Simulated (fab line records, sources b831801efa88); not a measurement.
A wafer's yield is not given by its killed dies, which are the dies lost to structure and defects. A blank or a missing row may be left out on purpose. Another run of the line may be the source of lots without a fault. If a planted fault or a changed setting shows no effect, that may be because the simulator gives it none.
2 desks looking at one fault / flow gf180mcu / each desk holds nothing but its own numbers, with what lay behind them at the end

THE METROLOGY DESK
What the gauges read, lot by lot, whatever tool the lot ran on: means of the sampled wafers that have a number. Marked OUT: a lot whose mean sits more than 4 standard deviations from the usual mean, which makes it out of limits; the brackets give that distance.
Columns: A = V4_CVD_00_THK at GF_V4_THK_MEAS_01, usual 607 nm
lot=L356; first seen here=day 23 09:49; A=610
lot=L358; first seen here=day 24 07:47; A=612
lot=L359; first seen here=day 24 16:07; A=611
lot=L360; first seen here=day 25 07:26; A=603
lot=L361; first seen here=day 25 11:17; A=605
lot=L363; first seen here=day 26 04:00; A=608
lot=L364; first seen here=day 26 13:11; A=598
lot=L365; first seen here=day 26 17:44; A=607
lot=L373; first seen here=day 29 10:08; A=605
lot=L377; first seen here=day 30 10:56; A=603
lot=L378; first seen here=day 30 13:58; A=598
Finding of this desk: none of the 11 lots has anything out of limits.

DESK OF THE TOOL OWNER: rie_metal-02
The tool's own readings at GF_M4_METAL_ETCH_16 (etches the open film in Cl2/BCl3, stops on SiO2, target depth 750.8 nm, time 125.1 s): means of the sampled wafers that have a number, for each lot that ran on this tool. Marked OUT: a lot whose mean sits more than 4 standard deviations from the usual mean, which makes it out of limits; the brackets give that distance.
Columns: A = bcl3_flow_sccm at GF_M4_METAL_ETCH_16, usual 39.99 sccm; B = drypump_motor_current_A at GF_M4_METAL_ETCH_16, usual 5.7 A; C = oes_product_au at GF_M4_METAL_ETCH_16, usual 0.988 a.u.; D = throttle_valve_pct at GF_M4_METAL_ETCH_16, usual 28.233 %
lot=L356; first seen here=day 23 08:53; A=39.93; B=5.5; C=0.993; D=28.235
lot=L358; first seen here=day 24 07:02; A=40.05; B=5.5; C=0.991; D=28.223
lot=L359; first seen here=day 24 15:02; A=39.99; B=5.5; C=0.991; D=28.227
lot=L361; first seen here=day 25 10:28; A=40.04; B=5.5; C=0.982; D=28.246
lot=L373; first seen here=day 29 08:58; A=40.12; B=5.5; C=0.993; D=28.223
Finding of this desk: none of the 5 lots has anything out of limits.

PUT TOGETHER
Nothing out of limits was seen by the metrology desk.
The tool owner's desk saw nothing out of limits.

WHAT THE SIMULATOR HAD PUT IN
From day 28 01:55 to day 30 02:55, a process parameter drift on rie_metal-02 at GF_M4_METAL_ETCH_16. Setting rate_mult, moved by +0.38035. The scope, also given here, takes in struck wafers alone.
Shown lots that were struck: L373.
